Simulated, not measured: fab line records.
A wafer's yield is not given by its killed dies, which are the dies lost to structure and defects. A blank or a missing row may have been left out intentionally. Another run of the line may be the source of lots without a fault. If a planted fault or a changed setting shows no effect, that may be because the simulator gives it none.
The tool behind it: which one? ; flow sky130 ; 6 lots, 18 wafers sampled, at 2 steps of a route of 708

WHAT THE GAUGES SHOWED, per wafer
SKY_VT_ADJUST_PCH_TW_MEAS_10.
lot;measured;on;VT_ADJUST_PCH_TW
L973;day 11 20:11;film_metro-04;143.7 143.6 143.0
L977;day 12 22:47;film_metro-04;142.4 141.6 142.2
L979;day 13 12:55;film_metro-02;141.3 142.3 141.7
L984;day 15 13:02;film_metro-01;149.1 149.2 149.3
L990;day 17 13:56;film_metro-04;143.1 142.6 142.7
L992;day 17 23:01;film_metro-01;142.3 142.1 141.9

WHAT TOOL EACH LOT RAN ON (gives the tool, then ch and the chambers of the sampled wafers, and finally the start)
lot;SKY_VT_ADJUST_PCH_IMPLANT_08
L973;implanter-01 ch 0, day 11 19:58
L977;implanter-03 ch 0, day 12 22:34
L979;implanter-03 ch 0, day 13 12:41
L984;implanter-03 ch 0, day 15 12:49
L990;implanter-02 ch 0, day 17 13:42
L992;implanter-01 ch 0, day 17 22:46
- SKY_VT_ADJUST_PCH_IMPLANT_08

THE ANSWER, worked out from the rows above alone
Rule: what is usual is taken from the lots themselves. The widest of any qualifying gaps counts: lots, ordered by their means at a reading, are off when they make up no more than a third of the lots, leave a main group of 4 or more, and stand apart from it by 3 or more times the standard deviation of that group's means. Not used: any main group whose means are identical at the precision the tables above print for the reading. Also off: a lot with no number at a reading for which 4 or more lots have one. Any other lot the step has rows for is counted as sound.
Off: L984, seen at SKY_VT_ADJUST_PCH_TW_MEAS_10 (VT_ADJUST_PCH_TW). Main group: mean 142.4, sd 0.6.
If a tool, at a process step before that reading, ran all the lots that are off and no sound lot after the first of them, it fits. Those tools and the gauges at SKY_VT_ADJUST_PCH_TW_MEAS_10 are tried in the same way. One fits: implanter-03 at SKY_VT_ADJUST_PCH_IMPLANT_08. Its last sound lot is L979 (day 13 12:41), its first lot that is off L984 (day 15 12:49): a fault that began between those two fits.

WHAT HAD BEEN PUT IN BY THE SIMULATOR
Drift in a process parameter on implanter-03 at SKY_VT_ADJUST_PCH_IMPLANT_08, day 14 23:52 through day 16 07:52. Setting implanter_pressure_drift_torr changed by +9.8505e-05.
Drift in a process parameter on implanter-03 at SKY_VT_ADJUST_PCH_IMPLANT_08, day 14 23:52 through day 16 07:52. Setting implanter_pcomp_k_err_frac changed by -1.
Struck lots among those shown: L984. The rule above reached the same finding.
